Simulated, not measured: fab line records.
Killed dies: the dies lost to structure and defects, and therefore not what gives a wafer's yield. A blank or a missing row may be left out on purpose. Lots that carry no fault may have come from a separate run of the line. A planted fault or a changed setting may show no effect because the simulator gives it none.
Which of the tools did it? / flow sky130 / route of 708 steps, sampled at 1 step: 12 lots, 36 wafers

== WHAT EACH GAUGE READ, for each wafer ==
SKY_VT_ADJUST_HVTP_OVL_MEAS_08.
lot=L075; measured=day 7 21:06; on=overlay-02; VT_ADJUST_HVTP_OVL (nm)=-0.2 -0.3 0.1
lot=L077; measured=day 7 22:26; on=overlay-02; VT_ADJUST_HVTP_OVL (nm)=-0.6 -1.3 -0.8
lot=L079; measured=day 8 00:00; on=overlay-01; VT_ADJUST_HVTP_OVL (nm)=-1.3 -0.1 -0.5
lot=L081; measured=day 8 00:37; on=overlay-01; VT_ADJUST_HVTP_OVL (nm)=-0.6 -1.2 0.4
lot=L083; measured=day 8 01:13; on=overlay-02; VT_ADJUST_HVTP_OVL (nm)=0.9 0.3 0.4
lot=L085; measured=day 8 01:34; on=overlay-02; VT_ADJUST_HVTP_OVL (nm)=0.3 -0.5 1.6
lot=L087; measured=day 8 01:56; on=overlay-01; VT_ADJUST_HVTP_OVL (nm)=-1.0 -2.3 -1.5
lot=L089; measured=day 13 00:00; on=overlay-02; VT_ADJUST_HVTP_OVL (nm)=0.4 0.2 -1.6
lot=L091; measured=day 13 03:39; on=overlay-02; VT_ADJUST_HVTP_OVL (nm)=-1.8 -0.5 -1.6
lot=L094; measured=day 13 05:28; on=overlay-02; VT_ADJUST_HVTP_OVL (nm)=-0.3 -0.8 -0.4
lot=L095; measured=day 13 06:08; on=overlay-01; VT_ADJUST_HVTP_OVL (nm)=-0.9 -1.5 -0.9
lot=L096; measured=day 13 09:19; on=overlay-01; VT_ADJUST_HVTP_OVL (nm)=0.1 -2.5 -1.4

== EACH LOT AND THE TOOL THAT RAN IT (in order: tool; ch and the chambers of the sampled wafers; start) ==
Record: no process step prior to these readings.

== THE ANSWER, worked out from the rows above alone ==
Rule: what is usual is taken from the lots themselves. The widest of any qualifying gaps counts: lots, ordered by their means at a reading, are off when they make up no more than a third of the lots, leave a main group of 4 or more, and stand apart from it by 3 or more times the standard deviation of that group's means. A main group whose means are all the same, to the digits that the tables above print for the reading, isn't used. A lot without any number at a reading at which 4 lots or more have one is off too. The other lots that the step has rows for count as sound.
Nothing can be told from this: no lot is off at any reading shown.

== WHAT THE SIMULATOR HAD PUT IN ==
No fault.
